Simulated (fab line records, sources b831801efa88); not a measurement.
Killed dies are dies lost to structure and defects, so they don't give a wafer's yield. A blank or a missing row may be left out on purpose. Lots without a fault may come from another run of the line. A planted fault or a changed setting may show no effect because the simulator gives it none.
Which tool did it? | flow sky130 | 6 lots, 18 wafers sampled, at 2 steps of a route of 708

WHAT THE GAUGES READ, wafer by wafer
SKY_VIA4_THK_MEAS_20: measures by xrf.
lot  | measured     | on            | VIA4_W_THK (nm)
L695 | day 43 06:20 | film_metro-04 | 507 507 515
L697 | day 43 15:15 | film_metro-04 | 507 511 506
L705 | day 46 02:06 | film_metro-03 | 493 497 498
L709 | day 47 04:43 | film_metro-04 | 500 508 511
L712 | day 47 17:25 | film_metro-02 | 520 520 521
L714 | day 48 15:36 | film_metro-03 | 528 515 519

WHICH TOOL RAN EACH LOT (tool, then ch and the chambers of the sampled wafers, then the start)
lot  | SKY_VIA4_ETCH_12
L695 | rie_diel-02 ch 0,1,3, day 43 05:18
L697 | rie_diel-04 ch 0,1,3, day 43 14:14
L705 | rie_diel-04 ch 0,2,3, day 46 01:06
L709 | rie_diel-02 ch 1,2,3, day 47 03:42
L712 | rie_diel-04 ch 0,1,3, day 47 16:25
L714 | rie_diel-01 ch 0,1, day 48 14:32
- SKY_VIA4_ETCH_12: etches SiO2 in C4F8/O2/Ar, stops on TiN, target depth 580 nm.

THE ANSWER, worked out from the rows above alone
Rule: what is usual is taken from the lots themselves. Put in order of their means at a reading, lots are off if they are a third of the lots or fewer, leave a main group of 4 or more, and stand apart from it by a gap of 3 or more times the standard deviation of the main group's means; of several such gaps the widest counts. A main group whose means are all the same, to the digits that the tables above print for the reading, isn't used. A lot without any number at a reading at which 4 lots or more have one is off too. The other lots that the step has rows for count as sound.
No lot is off at any reading shown: from this, nothing can be told.

WHAT THE SIMULATOR HAD PUT IN
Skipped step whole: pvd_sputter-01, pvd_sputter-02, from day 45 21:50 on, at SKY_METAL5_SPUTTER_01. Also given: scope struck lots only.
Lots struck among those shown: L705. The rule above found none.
